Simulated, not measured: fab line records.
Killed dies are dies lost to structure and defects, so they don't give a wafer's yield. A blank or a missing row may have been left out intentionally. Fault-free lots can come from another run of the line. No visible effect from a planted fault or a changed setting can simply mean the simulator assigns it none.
Matching of chambers || flow gf180mcu || GF_V5_CVD_02 on pecvd-01: 3 sister chambers
The step deposits SiO2 from TEOS, target thk 1450 nm, time 163.28 s. 18 wafers are shown with their chamber, then 9 later ones without.

## WAFERS PAIRED WITH THEIR CHAMBERS
{"wafer": "L618.2", "chamber": 1, "heater-power-w (W)": 697}
{"wafer": "L618.5", "chamber": 2, "heater-power-w (W)": 549}
{"wafer": "L618.6", "chamber": 1, "heater-power-w (W)": 549}
{"wafer": "L626.1", "chamber": 0, "heater-power-w (W)": 827}
{"wafer": "L626.2", "chamber": 2, "heater-power-w (W)": 664}
{"wafer": "L626.3", "chamber": 1, "heater-power-w (W)": 641}
{"wafer": "L628.1", "chamber": 1, "heater-power-w (W)": 591}
{"wafer": "L628.2", "chamber": 2, "heater-power-w (W)": 587}
{"wafer": "L628.4", "chamber": 1, "heater-power-w (W)": 664}
{"wafer": "L629.2", "chamber": 2, "heater-power-w (W)": 635}
{"wafer": "L629.3", "chamber": 1, "heater-power-w (W)": 602}
{"wafer": "L629.4", "chamber": 0, "heater-power-w (W)": 682}
{"wafer": "L631.2", "chamber": 0, "heater-power-w (W)": 758}
{"wafer": "L631.3", "chamber": 1, "heater-power-w (W)": 652}
{"wafer": "L631.4", "chamber": 1, "heater-power-w (W)": 695}
{"wafer": "L637.1", "chamber": 1, "heater-power-w (W)": 698}
{"wafer": "L637.2", "chamber": 2, "heater-power-w (W)": 688}
{"wafer": "L637.3", "chamber": 0, "heater-power-w (W)": 773}

SIGNATURES (averages over the wafers above)
{"reading": "heater-power-w", "chamber 0": 760.00, "chamber 1": 643.22, "chamber 2": 624.60, "scatter within a chamber": 55.3}
Rule: a wafer's distance from a chamber is the root of the sum, over the readings, of the square of ((its reading less the chamber's mean) divided by the reading's scatter). The wafer belongs to the nearest chamber; if the next one is less than 2 further off, it can't be placed. The scatter is the square root of a quotient: the sum, over the shown wafers, of each reading's squared deviation from its chamber's mean, divided by wafers minus chambers.

## WAFERS WITHOUT THEIR CHAMBER
{"wafer": "L639.1", "heater-power-w (W)": 540}
{"wafer": "L639.2", "heater-power-w (W)": 806}
{"wafer": "L639.5", "heater-power-w (W)": 688}
{"wafer": "L638.1", "heater-power-w (W)": 661}
{"wafer": "L638.3", "heater-power-w (W)": 661}
{"wafer": "L638.5", "heater-power-w (W)": 811}
{"wafer": "L640.1", "heater-power-w (W)": 604}
{"wafer": "L640.3", "heater-power-w (W)": 780}
{"wafer": "L640.6", "heater-power-w (W)": 849}

## WHICH CHAMBER EACH WENT THROUGH
{"wafer": "L639.1", "from the rows above": "can't be placed: 2 or 1", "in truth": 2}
{"wafer": "L639.2", "from the rows above": 0, "in truth": 0}
{"wafer": "L639.5", "from the rows above": "can't be placed: 1 or 2 or 0", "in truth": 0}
{"wafer": "L638.1", "from the rows above": "can't be placed: 1 or 2 or 0", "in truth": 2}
{"wafer": "L638.3", "from the rows above": "can't be placed: 1 or 2 or 0", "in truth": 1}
{"wafer": "L638.5", "from the rows above": 0, "in truth": 0}
{"wafer": "L640.1", "from the rows above": "can't be placed: 2 or 1", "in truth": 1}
{"wafer": "L640.3", "from the rows above": 0, "in truth": 0}
{"wafer": "L640.6", "from the rows above": 0, "in truth": 0}
4 of 9 placed correctly. These rows do not allow placing 5 (true chamber among the candidates in 5). 0 placed wrongly.
